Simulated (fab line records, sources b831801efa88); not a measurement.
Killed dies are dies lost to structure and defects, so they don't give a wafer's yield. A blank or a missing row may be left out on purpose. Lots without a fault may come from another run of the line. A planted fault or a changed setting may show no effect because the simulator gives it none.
fab line records | flow sky130 | part 1 of 2: steps 1 to 31 of 42
record lots=5 wafers=15 last_day=50
route steps=708 shown SONOS_TUNNEL@164 SONOS_ONO@168 GATE_OXIDE@187 POLY_GATE@204
lots that met no fault: from a run of the same line without faults
start_h: hours from the record's first day to the start of the lot's first wafer shown | wait_h: hours since the lot's step before | " the same as in the row above | L1.1+2: a row that stands for several wafers | - no value, or no start given | * or withheld: withheld | < > ~ a bound
route shown NAME@n: a module of which the file shows steps, and the number in the route of the first | usual: mean/standard deviation of fault-free wafers | same: alike in all rows | chamber/n: place in a boat | sites: the reading at each site | _std_site: their standard deviation | _edge_site: outer sites' mean less inner sites' | radius_mm: how far each site lies from the wafer's centre | mask NAME#n: copy n | behind: the tool/chamber that last shaped the wafer | hold: why the lot was held/for how many hours/how that ended | device: the transistor (n, p or np) that didn't switch | end of line: the same wafers' tests at the end of the route | a step without rows: its recipe alone | killed: dies lost to structure and defects at the first sort, not the wafer's yield | map: a wafer's dies, x killed, . not, _ none there
set.NAME: the setting as run; set.NAME@STEP: as run at that earlier step | model.NAME: the simulator's own value behind a step, which no gauge read
lots at some steps of the route; a table a step, a row a wafer
services: from which hour (start_h, from the record's first day; less than 0 if before it) a tool's chamber was out of use, for how many hours, and why
## steps
# step SKY_SONOS_TUNNEL_WET_ETCH_10
# recipe chemistry=dHF target_depth_nm=14 target=SiO2 dilution=100:1 temp_c=25 time_s=280
# columns lot.wafer tool chamber start_h wait_h
L077.1+2+4 wet_bench-04 0 272.92 0.2
L086.1+4+5 wet_bench-04 3 344.68 0.1
L090.3+4+6 wet_bench-04 2 376.03 0.1
L095.1+3+5 wet_bench-04 2 414.78 0.1
L096.2+3+6 wet_bench-04 3 419.60 0.1
# step SKY_SONOS_TUNNEL_STRIP_11
# recipe chemistry=SPM time_s=600 temp_c=130
# columns lot.wafer tool chamber start_h wait_h
L077.1+2+4 wet_bench-04 3 273.01 0.0
L086.1+4+5 wet_bench-03 3 344.77 0.0
L090.3+4+6 wet_bench-01 1 376.12 0.0
L095.1+3+5 wet_bench-03 1 414.87 0.0
L096.2+3+6 wet_bench-01 2 419.69 0.0
# step SKY_SONOS_TUNNEL_TW_MEAS_12
# usual SONOS_TUNNEL_TW=197.4/1.4
# columns lot.wafer tool chamber start_h wait_h SONOS_TUNNEL_TW
L077.1 film_metro-04 - 273.20 0.0 197.0
L077.2 " - " " 196.9
L077.4 " - " " 196.0
L086.1 film_metro-02 - 344.95 0.0 195.2
L086.4 " - " " 195.2
L086.5 " - " " 196.1
L090.3 film_metro-01 - 376.33 0.0 200.3
L090.4 " - " " 199.3
L090.6 " - " " 199.8
L095.1 film_metro-02 - 415.05 0.0 196.0
L095.3 " - " " 197.4
L095.5 " - " " 197.1
L096.2 film_metro-02 - 419.91 0.0 196.9
L096.3 " - " " 197.0
L096.6 " - " " 196.4
# step SKY_SONOS_TUNNEL_CLEAN_13
# recipe chemistry=dHF time_s=20 dilution=100:1 dry=ipa_marangoni
# columns lot.wafer tool chamber start_h wait_h
L077.1+2+4 wet_bench-01 2 273.26 0.1
L086.1+4+5 wet_bench-04 0 345.01 0.1
L090.3+4+6 wet_bench-03 0 376.37 0.0
L095.1+3+5 wet_bench-04 2 415.11 0.1
L096.2+3+6 wet_bench-04 3 419.96 0.0
# step SKY_SONOS_ONO_OXIDATION_00
# recipe temp_c=800 ambient=O2 idle_temp_c=700 ramp_up_c_per_min=10 ramp_down_c_per_min=3 stabilise_s=600 purge_s=300 target_thk_a=26 ox_time_s=1249
# usual spike_tc_lower_C=800.8/1.4
# columns lot.wafer tool chamber start_h wait_h spike_tc_lower_C
L077.1 furnace-02 0 274.85 1.6 802.7
L077.2 " 0 " " 801.7
L077.4 " 0 " " 799.3
L086.1 furnace-02 0 345.27 0.3 803.0
L086.4 " 0 " " 801.8
L086.5 " 0 " " 802.0
L090.3 furnace-02 0 376.63 0.2 803.0
L090.4 " 0 " " 801.3
L090.6 " 0 " " 803.9
L095.1 furnace-02 0 415.12 0.0 800.6
L095.3 " 0 " " 800.4
L095.5 " 0 " " 800.5
L096.2 furnace-01 0 419.97 0.0 800.8
L096.3 " 0 " " 799.9
L096.6 " 0 " " 799.1
# step SKY_SONOS_ONO_THK_MEAS_01
# recipe reads=SiO2_of_SONOS_ONO_OXIDATION_00
# usual SONOS_ONO_OXIDATION_THK=2.58/0.051
# columns lot.wafer tool chamber start_h wait_h SONOS_ONO_OXIDATION_THK[nm]
L077.1 film_metro-01 - 276.20 0.0 2.55
L077.2 " - " " 2.59
L077.4 " - " " 2.58
L086.1 film_metro-01 - 346.62 0.0 2.65
L086.4 " - " " 2.61
L086.5 " - " " 2.59
L090.3 film_metro-01 - 378.00 0.0 2.68
L090.4 " - " " 2.65
L090.6 " - " " 2.66
L095.1 film_metro-02 - 416.47 0.0 2.66
L095.3 " - " " 2.61
L095.5 " - " " 2.50
L096.2 film_metro-01 - 421.33 0.0 2.58
L096.3 " - " " 2.51
L096.6 " - " " 2.61
# step SKY_SONOS_ONO_CVD_02
# recipe material=Si3N4 precursor=DCS/NH3 target_thk_nm=10.5 temp_c=770 time_s=188 pressure_mtorr=250
# usual spike_tc_lower_C=771.4/1.2
# columns lot.wafer tool chamber start_h wait_h spike_tc_lower_C
L077.1 lpcvd-02 0 277.35 1.1 771.2
L077.2 " 0 " " 772.9
L077.4 " 0 " " 772.7
L086.1 lpcvd-02 0 346.75 0.1 771.9
L086.4 " 0 " " 773.3
L086.5 " 0 " " 773.5
L090.3 lpcvd-02 0 378.48 0.5 771.2
L090.4 " 0 " " 771.4
L090.6 " 0 " " 770.7
L095.1 lpcvd-02 1 416.71 0.2 771.8
L095.3 " 1 " " 771.7
L095.5 " 1 " " 771.1
L096.2 lpcvd-02 0 421.38 0.0 772.7
L096.3 " 0 " " 772.3
L096.6 " 0 " " 772.1
# step SKY_SONOS_ONO_THK_MEAS_03
# recipe reads=Si3N4_of_SONOS_ONO_CVD_02
# usual SONOS_ONO_CVD_02_THK=10.97/0.17
# columns lot.wafer tool chamber start_h wait_h SONOS_ONO_CVD_02_THK[nm]
L077.1 film_metro-03 - 278.92 0.0 10.98
L077.2 " - " " 11.03
L077.4 " - " " 10.97
L086.1 film_metro-02 - 348.33 0.0 10.70
L086.4 " - " " 10.58
L086.5 " - " " 10.58
L090.3 film_metro-02 - 379.55 0.0 11.04
L090.4 " - " " 10.95
L090.6 " - " " 11.00
L095.1 film_metro-03 - 417.76 0.0 10.90
L095.3 " - " " 10.99
L095.5 " - " " 10.96
L096.2 film_metro-03 - 422.44 0.0 10.86
L096.3 " - " " 10.71
L096.6 " - " " 10.73
# step SKY_SONOS_ONO_CVD_04
# recipe material=SiO2 precursor=SiH4/N2O target_thk_nm=5.7199 temp_c=900 pressure_mtorr=400
# usual spike_tc_lower_C=901.8/2
# columns lot.wafer tool chamber start_h wait_h spike_tc_lower_C
L077.1 lpcvd-03 0 278.98 0.1 903.8
L077.2 " 0 " " 904.0
L077.4 " 0 " " 903.7
L086.1 lpcvd-03 0 348.39 0.1 903.7
L086.4 " 0 " " 903.1
L086.5 " 0 " " 905.8
L090.3 lpcvd-03 1 379.59 0.0 899.1
L090.4 " 1 " " 900.2
L090.6 " 1 " " 901.2
L095.1 lpcvd-03 0 417.82 0.1 903.4
L095.3 " 0 " " 901.1
L095.5 " 0 " " 903.6
L096.2 lpcvd-03 1 422.49 0.0 899.9
L096.3 " 1 " " 901.1
L096.6 " 1 " " 901.8
# step SKY_SONOS_ONO_THK_MEAS_05
# recipe reads=SiO2_of_SONOS_ONO_CVD_04
# usual SONOS_ONO_CVD_04_THK=5.79/0.11
# columns lot.wafer tool chamber start_h wait_h SONOS_ONO_CVD_04_THK[nm]
L077.1 film_metro-01 - 280.23 0.0 5.80
L077.2 " - " " 5.77
L077.4 " - " " 5.88
L086.1 film_metro-01 - 350.26 0.0 5.80
L086.4 " - " " 5.72
L086.5 " - " " 5.77
L090.3 film_metro-02 - 380.86 0.0 5.98
L090.4 " - " " 5.79
L090.6 " - " " 5.93
L095.1 film_metro-01 - 419.07 0.0 5.86
L095.3 " - " " 5.71
L095.5 " - " " 5.86
L096.2 film_metro-02 - 423.75 0.0 5.80
L096.3 " - " " 5.75
L096.6 " - " " 5.78
# step SKY_SONOS_ONO_DEHYDRATE_06
# recipe temp_c=200 time_s=60
# usual heater_power_total_W=160.37/0.13
# columns lot.wafer tool chamber start_h wait_h heater_power_total_W
L077.1 litho_track-02 0 292.32 12.1 160.36
L077.2 " 0 " " 160.36
L077.4 " 0 " " 160.56
L086.1 litho_track-03 0 363.66 13.4 160.27
L086.4 " 0 " " 160.32
L086.5 " 0 " " 160.41
L090.3 litho_track-03 0 395.61 14.7 160.53
L090.4 " 0 " " 160.37
L090.6 " 0 " " 160.52
L095.1 litho_track-01 0 433.70 14.6 160.36
L095.3 " 0 " " 160.29
L095.5 " 0 " " 160.17
L096.2 litho_track-02 0 437.80 14.0 160.33
L096.3 " 0 " " 160.27
L096.6 " 0 " " 160.46
# step SKY_SONOS_ONO_HMDS_07
# recipe prime_time_s=60 prime_temp_c=120
# columns lot.wafer tool chamber start_h wait_h
L077.1+2+4 litho_track-02 0 292.47 0.1
L086.1+4+5 litho_track-03 0 363.81 0.1
L090.3+4+6 litho_track-03 0 395.76 0.1
L095.1+3+5 litho_track-01 0 433.85 0.1
L096.2+3+6 litho_track-02 0 437.95 0.1
# step SKY_SONOS_ONO_COAT_08
# recipe resist=NOVOLAK spin_rpm=3000 resist_thk_nm=1155
# columns lot.wafer tool chamber start_h wait_h
L077.1+2+4 litho_track-02 0 292.62 0.1
L086.1+4+5 litho_track-03 0 363.96 0.1
L090.3+4+6 litho_track-03 0 395.91 0.1
L095.1+3+5 litho_track-01 0 434.00 0.1
L096.2+3+6 litho_track-02 0 438.10 0.1
# step SKY_SONOS_ONO_SOFTBAKE_09
# recipe temp_c=90 time_s=60 resist=NOVOLAK
# usual heater_power_total_W=56.59/0.047
# columns lot.wafer tool chamber start_h wait_h heater_power_total_W
L077.1 litho_track-02 0 292.77 0.1 56.65
L077.2 " 0 " " 56.41
L077.4 " 0 " " 56.66
L086.1 litho_track-03 0 364.11 0.1 56.59
L086.4 " 0 " " 56.63
L086.5 " 0 " " 56.60
L090.3 litho_track-03 0 396.06 0.1 56.55
L090.4 " 0 " " 56.63
L090.6 " 0 " " 56.54
L095.1 litho_track-01 0 434.15 0.1 56.62
L095.3 " 0 " " 56.59
L095.5 " 0 " " 56.61
L096.2 litho_track-02 0 438.25 0.1 56.62
L096.3 " 0 " " 56.60
L096.6 " 0 " " 56.58
# step SKY_SONOS_ONO_EXPOSE_10
# recipe mask_id=ONOM target_cd_nm=410 na=0.6 source_shape=conventional sigma_outer=0.6 dose_mj=150
# columns lot.wafer tool chamber start_h wait_h mask
L077.1+2+4 iline_stepper-02 0 - - ONOM#0
L086.1+4+5 iline_stepper-01 0 - - ONOM#0
L090.3+4+6 iline_stepper-02 0 - - ONOM#0
L095.1+3+5 iline_stepper-02 0 - - ONOM#0
L096.2+3+6 iline_stepper-01 0 - - ONOM#0
# step SKY_SONOS_ONO_PEB_11
# recipe temp_c=withheld time_s=* resist=NOVOLAK
# columns lot.wafer tool chamber start_h wait_h
L077.1+2+4 litho_track-01 0 - -
L086.1+4+5 litho_track-02 0 - -
L090.3+4+6 litho_track-01 0 - -
L095.1+3+5 litho_track-02 0 - -
L096.2+3+6 litho_track-01 0 - -
# step SKY_SONOS_ONO_DEVELOP_12
# recipe develop_time_s=60 dev_temp_c=23
# columns lot.wafer tool chamber start_h wait_h
L077.1+2+4 litho_track-01 0 304.55 0.1
L086.1+4+5 litho_track-02 0 378.12 0.1
L090.3+4+6 litho_track-01 0 410.70 0.1
L095.1+3+5 litho_track-02 0 449.37 0.1
L096.2+3+6 litho_track-01 0 454.32 0.1
# step SKY_SONOS_ONO_CD_MEAS_13
# recipe target_cd_nm=410
# usual cd_nm=410.0/2.6
# columns lot.wafer tool chamber start_h wait_h cd_nm
L077.1 cd_sem-02 - 304.70 0.1 409.7
L077.2 " - " " 410.7
L077.4 " - " " 410.7
L086.1 cd_sem-01 - 378.27 0.1 414.1
L086.4 " - " " 414.3
L086.5 " - " " 415.6
L090.3 cd_sem-02 - 410.84 0.1 411.6
L090.4 " - " " 411.5
L090.6 " - " " 412.7
L095.1 cd_sem-02 - 449.52 0.1 409.6
L095.3 " - " " 411.1
L095.5 " - " " 414.1
L096.2 cd_sem-01 - 454.47 0.1 408.7
L096.3 " - " " 409.7
L096.6 " - " " 408.0
# step SKY_SONOS_ONO_OVL_MEAS_14
# usual SONOS_ONO_OVL=-0.7/1.7
# columns lot.wafer tool chamber start_h wait_h SONOS_ONO_OVL[nm]
L077.1 overlay-01 - 304.82 0.1 -0.7
L077.2 " - " " -0.5
L077.4 " - " " -2.2
L086.1 overlay-01 - 378.39 0.1 -4.1
L086.4 " - " " -5.1
L086.5 " - " " -4.1
L090.3 overlay-01 - 410.93 0.1 -0.7
L090.4 " - " " -0.3
L090.6 " - " " 0.1
L095.1 overlay-01 - 449.64 0.1 0.9
L095.3 " - " " 0.3
L095.5 " - " " 2.2
L096.2 overlay-02 - 454.57 0.1 0.7
L096.3 " - " " -1.3
L096.6 " - " " 0.4
# step SKY_SONOS_ONO_ETCH_15
# recipe target_depth_nm=19.52 chemistry=CHF3/O2 source_w=600 bias_w=200 pressure_mtorr=40 chf3_flow_sccm=50 O2_flow_sccm=5 time_s=7.8
# usual drypump_motor_current_A=6.0/0.43 oes_product_au=0.998/0.014 throttle_valve_pct=8.824/0.0092
# columns lot.wafer tool chamber start_h wait_h drypump_motor_current_A oes_product_au rf_hours_counter_h throttle_valve_pct
L077.1 rie_diel-03 1 304.85 0.0 6.4 0.995 63 8.827
L077.2 " 0 " " 6.4 0.988 26 8.820
L077.4 " 3 " " 5.9 0.981 109 8.831
L086.1 rie_diel-03 2 378.43 0.0 5.7 0.980 60 8.814
L086.4 " 3 " " 5.9 0.979 110 8.825
L086.5 " 0 " " 6.4 0.971 - 8.818
L090.3 rie_diel-03 1 410.95 0.0 6.5 0.987 65 8.823
L090.4 " 2 " " 5.7 0.988 - 8.835
L090.6 " 1 " " 6.5 0.992 - 8.826
L095.1 rie_diel-03 3 449.68 0.0 5.9 0.986 1 8.816
L095.3 " 0 " " 6.4 0.991 28 8.811
L095.5 " 0 " " 6.3 0.996 - 8.838
L096.2 rie_diel-02 0 454.60 0.0 5.5 0.993 54 8.836
L096.3 " 1 " " 6.7 1.010 2 8.840
L096.6 " 2 " " 6.3 1.009 - 8.830
# step SKY_SONOS_ONO_WET_ETCH_16
# recipe chemistry=dHF target_depth_nm=14 dry=n2_spin target=SiO2 dilution=100:1 temp_c=25 time_s=280
# columns lot.wafer tool chamber start_h wait_h
L077.1+2+4 wet_bench-01 3 304.87 0.0
L086.1+4+5 wet_bench-02 1 378.45 0.0
L090.3+4+6 wet_bench-01 2 410.97 0.0
L095.1+3+5 wet_bench-01 2 449.70 0.0
L096.2+3+6 wet_bench-04 0 454.62 0.0
# step SKY_SONOS_ONO_STRIP_17
# recipe chemistry=O2/N2 power_w=1400 pressure_mtorr=1500 platen_temp_c=withheld o2_flow_sccm=3000 n2_flow_sccm=300 overash_fraction=0.5
# usual drypump_motor_current_A=5.8/0.54 oes_product_au=0.710/0.0043 strip_time_to_endpoint_s=14.29/0.048
# same overash_fraction=0.5
# columns lot.wafer tool chamber start_h wait_h drypump_motor_current_A oes_product_au rf_hours_counter_h strip_time_to_endpoint_s
L077.1 plasma_asher-04 0 304.96 0.0 5.8 0.714 62 14.31
L077.2 " 1 " " 6.1 0.705 62 14.34
L077.4 " 0 " " 5.8 0.714 - 14.30
L086.1 plasma_asher-04 1 378.62 0.0 6.1 0.711 68 14.25
L086.4 " 1 " " 6.1 0.709 - 14.27
L086.5 " 1 " " 6.1 0.716 - 14.29
L090.3 plasma_asher-01 1 411.10 0.0 5.4 0.709 - 14.28
L090.4 " 0 " " 6.6 0.709 - 14.31
L090.6 " 0 " " 6.6 0.700 - 14.32
L095.1 plasma_asher-02 0 449.79 0.0 4.9 0.713 2 14.17
L095.3 " 1 " " 5.6 0.718 - 14.21
L095.5 " 0 " " 4.9 0.705 - 14.18
L096.2 plasma_asher-01 0 454.71 0.0 6.6 0.708 33 14.32
L096.3 " 1 " " 5.5 0.708 - 14.37
L096.6 " 1 " " 5.4 0.714 - 14.28
# step SKY_SONOS_ONO_WET_ETCH_18
# recipe chemistry=H3PO4 target_depth_nm=15 target=Si3N4 temp_c=160 time_s=172
# columns lot.wafer tool chamber start_h wait_h
L077.1+2+4 wet_bench-04 2 305.06 0.1
L086.1+4+5 wet_bench-04 0 378.72 0.1
L090.3+4+6 wet_bench-04 1 411.17 0.0
L095.1+3+5 wet_bench-04 0 449.89 0.1
L096.2+3+6 wet_bench-02 2 454.81 0.1
# step SKY_GATE_OXIDE_CLEAN_00
# recipe chemistry=SC1/SC2 mix=1:4:20 temp_c=70 time_s=150 dry=n2_spin
# columns lot.wafer tool chamber start_h wait_h
L077.1+2+4 wet_bench-01 1 305.17 0.0
L086.1+4+5 wet_bench-01 1 378.78 0.0
L090.3+4+6 wet_bench-02 0 411.22 0.0
L095.1+3+5 wet_bench-01 3 449.95 0.0
L096.2+3+6 wet_bench-04 2 454.87 0.0
# step SKY_GATE_OXIDE_OXIDATION_01
# recipe temp_c=900 ambient=O2 stabilise_s=600 purge_s=300 target_thk_a=102.68 ox_time_s=1473
# usual spike_tc_lower_C=900.7/1.2
# columns lot.wafer tool chamber start_h wait_h spike_tc_lower_C
L077.1 furnace-01 0 305.73 0.5 899.7
L077.2 " 0 " " 898.7
L077.4 " 0 " " 899.8
L086.1 furnace-01 0 378.83 0.0 901.4
L086.4 " 0 " " 900.0
L086.5 " 0 " " 899.1
L090.3 furnace-01 0 412.30 1.0 899.7
L090.4 " 0 " " 901.0
L090.6 " 0 " " 900.5
L095.1 furnace-02 0 450.00 0.0 901.4
L095.3 " 0 " " 901.4
L095.5 " 0 " " 905.4
L096.2 furnace-02 0 454.92 0.0 901.5
L096.3 " 0 " " 900.5
L096.6 " 0 " " 902.1
# step SKY_GATE_OXIDE_THK_MEAS_02
# recipe reads=SiO2_of_GATE_OXIDE_OXIDATION_01
# usual GATE_OXIDE_OXIDATION_00_THK=10.15/0.17
# columns lot.wafer tool chamber start_h wait_h GATE_OXIDE_OXIDATION_00_THK[nm]
L077.1 film_metro-04 - 307.14 0.0 9.83
L077.2 " - " " 9.81
L077.4 " - " " 9.96
L086.1 film_metro-04 - 380.24 0.0 10.20
L086.4 " - " " 10.09
L086.5 " - " " 10.11
L090.3 film_metro-04 - 413.73 0.0 10.18
L090.4 " - " " 10.23
L090.6 " - " " 10.16
L095.1 film_metro-04 - 451.41 0.0 10.34
L095.3 " - " " 10.16
L095.5 " - " " 10.26
L096.2 film_metro-03 - 456.33 0.0 9.75
L096.3 " - " " 9.92
L096.6 " - " " 9.89
# step SKY_GATE_OXIDE_DEHYDRATE_03
# recipe temp_c=200 time_s=60
# usual heater_power_total_W=160.37/0.12
# columns lot.wafer tool chamber start_h wait_h heater_power_total_W
L077.1 litho_track-02 0 319.82 12.7 160.40
L077.2 " 0 " " 160.51
L077.4 " 0 " " 160.23
L086.1 litho_track-04 0 395.08 14.8 160.42
L086.4 " 0 " " 160.27
L086.5 " 0 " " 160.32
L090.3 litho_track-03 0 428.06 14.3 160.21
L090.4 " 0 " " 160.59
L090.6 " 0 " " 160.28
L095.1 litho_track-04 0 466.53 15.1 160.14
L095.3 " 0 " " 160.25
L095.5 " 0 " " 160.37
L096.2 litho_track-03 0 470.69 14.3 160.57
L096.3 " 0 " " 160.49
L096.6 " 0 " " 160.33
# step SKY_GATE_OXIDE_HMDS_04
# recipe prime_time_s=60 prime_temp_c=120
# columns lot.wafer tool chamber start_h wait_h
L077.1+2+4 litho_track-02 0 319.97 0.1
L086.1+4+5 litho_track-04 0 395.23 0.1
L090.3+4+6 litho_track-03 0 428.21 0.1
L095.1+3+5 litho_track-04 0 466.68 0.1
L096.2+3+6 litho_track-03 0 470.84 0.1
# step SKY_GATE_OXIDE_COAT_05
# recipe resist=NOVOLAK spin_rpm=3000 resist_thk_nm=1140
# columns lot.wafer tool chamber start_h wait_h
L077.1+2+4 litho_track-02 0 320.12 0.1
L086.1+4+5 litho_track-04 0 395.38 0.1
L090.3+4+6 litho_track-03 0 428.36 0.1
L095.1+3+5 litho_track-04 0 466.83 0.1
L096.2+3+6 litho_track-03 0 470.99 0.1
# step SKY_GATE_OXIDE_SOFTBAKE_06
# recipe temp_c=90 time_s=60 resist=NOVOLAK
# usual heater_power_total_W=56.60/0.044
# columns lot.wafer tool chamber start_h wait_h heater_power_total_W
L077.1 litho_track-02 0 320.27 0.1 56.65
L077.2 " 0 " " 56.58
L077.4 " 0 " " 56.64
L086.1 litho_track-04 0 395.53 0.1 56.58
L086.4 " 0 " " 56.59
L086.5 " 0 " " 56.65
L090.3 litho_track-03 0 428.51 0.1 56.56
L090.4 " 0 " " 56.65
L090.6 " 0 " " 56.59
L095.1 litho_track-04 0 466.98 0.1 56.62
L095.3 " 0 " " 56.55
L095.5 " 0 " " 56.62
L096.2 litho_track-03 0 471.14 0.1 56.63
L096.3 " 0 " " 56.62
L096.6 " 0 " " 56.55
# step SKY_GATE_OXIDE_EXPOSE_07
# recipe mask_id=LVOM na=0.6 source_shape=conventional sigma_outer=0.6 polarization=unpolarized target_cd_nm=600 dose_mj=170
# columns lot.wafer tool chamber start_h wait_h mask
L077.1+2+4 iline_stepper-01 0 - - LVOM#0
L086.1+4+5 iline_stepper-02 0 - - LVOM#0
L090.3+4+6 iline_stepper-01 0 - - LVOM#0
L095.1+3+5 iline_stepper-01 0 - - LVOM#0
L096.2+3+6 iline_stepper-02 0 - - LVOM#0
